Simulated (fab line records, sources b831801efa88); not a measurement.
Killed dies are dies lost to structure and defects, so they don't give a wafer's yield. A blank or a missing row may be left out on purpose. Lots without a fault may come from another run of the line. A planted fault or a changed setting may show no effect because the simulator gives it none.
Which tool did it? | flow sky130 | 6 lots, 18 wafers sampled, at 2 steps of a route of 708

WHAT THE GAUGES READ, wafer by wafer
SKY_CAP2M_THK_MEAS_01.
lot  | measured     | on            | CAP2M_CVD_00_THK (nm)
L725 | day 40 17:25 | film_metro-03 | 15.11 15.42 15.28
L728 | day 41 15:41 | film_metro-03 | 15.03 14.98 15.35
L731 | day 42 12:08 | film_metro-02 | 15.25 15.16 15.55
L733 | day 42 23:58 | film_metro-03 | 15.39 15.37 15.68
L737 | day 44 04:19 | film_metro-01 | 15.34 15.51 15.63
L742 | day 45 02:44 | film_metro-02 | 15.32 15.05 15.51

WHICH TOOL RAN EACH LOT (tool, then ch and the chambers of the sampled wafers, then the start)
lot  | SKY_LDD_HVN_STRIP_09
L725 | plasma_asher-03 ch 0,1, day 21 14:57
L728 | plasma_asher-04 ch 0,1, day 22 19:07
L731 | plasma_asher-04 ch 0,1, day 23 17:52
L733 | plasma_asher-03 ch 0,1, day 24 06:57
L737 | plasma_asher-03 ch 0,1, day 25 21:25
L742 | plasma_asher-03 ch 0,1, day 27 03:43
- SKY_LDD_HVN_STRIP_09: strips in O2/N2.

THE ANSWER, worked out from the rows above alone
Rule: what is usual is taken from the lots themselves. Put in order of their means at a reading, lots are off if they are a third of the lots or fewer, leave a main group of 4 or more, and stand apart from it by a gap of 3 or more times the standard deviation of the main group's means; of several such gaps the widest counts. A main group whose means are all the same, to the digits that the tables above print for the reading, isn't used. A lot without any number at a reading at which 4 lots or more have one is off too. The other lots that the step has rows for count as sound.
No lot is off at any reading shown: from this, nothing can be told.

WHAT THE SIMULATOR HAD PUT IN
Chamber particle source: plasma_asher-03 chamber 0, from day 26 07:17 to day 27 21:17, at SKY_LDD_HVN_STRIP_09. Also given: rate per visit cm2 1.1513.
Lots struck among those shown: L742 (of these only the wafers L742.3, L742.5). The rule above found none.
